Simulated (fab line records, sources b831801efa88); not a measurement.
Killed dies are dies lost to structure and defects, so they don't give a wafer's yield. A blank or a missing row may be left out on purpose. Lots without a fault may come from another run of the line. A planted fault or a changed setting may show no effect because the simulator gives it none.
Problem report in the 8D (eight disciplines) form, filled by code | flow sky130 | the parts of the form that need people (team, actions taken, sign-off) are left out

1. THE PROBLEM
LDD_HVN_OVL at SKY_LDD_HVN_OVL_MEAS_07 reads a mean of -72.6 nm on 6 wafers of 2 lots; wafers without a fault read -1.0 nm with a standard deviation of 1.3. That is -55 standard deviations from the usual mean.
First seen on wafer L596.4, day 23 17:08, on overlay-01. The record holds 33 wafers of 11 lots with a number at this step. Rule for "out", or "out of limits": more than 4 standard deviations from the usual mean. The other wafers with a number count as sound.

2. WHAT IT IS AND WHAT IT IS NOT
question                    | is                     | is not
which readings at this step | LDD_HVN_OVL            | -
which lots                  | L596, L597             | L587, L588, L589, L595, L599, L600, L601, L603, L610
which wafers of those lots  | all that have a number | -
read on which gauges        | overlay-01             | overlay-02
when                        | from day 23 17:08      | up to then (12 sound wafers); but 15 sound wafers of L599, L600, L601, L603, L610 came after

3. SUSPECTS, AND WHAT RULES EACH OUT
Counting: a tool at a process step up to the reading stays a suspect if it ran every lot that is out and no sound lot after the first of them.
- the gauge at SKY_LDD_HVN_OVL_MEAS_07: kept. All the wafers that are out were read on overlay-01, and no step on other tools shows them out.
- iline_stepper-01 at SKY_LDD_HVN_EXPOSE_04 (exposes mask HVNTM, target cd 700 nm): kept. It ran every lot that is out, first L596 (day 23 02:33), and no sound lot after that; its last sound lot up to then is L587 (day 20 01:31).
Left after counting: iline_stepper-01 at SKY_LDD_HVN_EXPOSE_04, overlay-01 at SKY_LDD_HVN_OVL_MEAS_07.

4. THE CAUSE (what the simulator had put in)
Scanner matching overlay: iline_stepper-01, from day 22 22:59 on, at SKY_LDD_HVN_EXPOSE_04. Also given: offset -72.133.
Counting left 2 suspects, and this tool is among them.

5. THE CHAIN OF EFFECTS, in route order
Each row: a reading whose mean over the struck wafers that have a number lies more than 3 standard deviations from the usual. Only readings for which the record gives a usual standard deviation are gone through. hours: the time from each lot's start at the first step in this table that gives one to its start at this step, as a median over the lots. sigmas: the change in usual standard deviations.
hours | step                    | reading     | usual   | on struck wafers | change | sigmas
0     | SKY_LDD_HVN_OVL_MEAS_07 | LDD_HVN_OVL | -1.0 nm | -72.6            | -71.6  | -55

6. WHAT WOULD HAVE CAUGHT IT SOONER
In this record the first reading out of limits at a measuring or inspecting step was taken at day 23 17:08, 18 hours after the fault began at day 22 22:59.
All the lots that are out (2) had begun SKY_LDD_HVN_EXPOSE_04 on iline_stepper-01 by day 23 17:08. A hold on the tool at that time would have spared none of them.
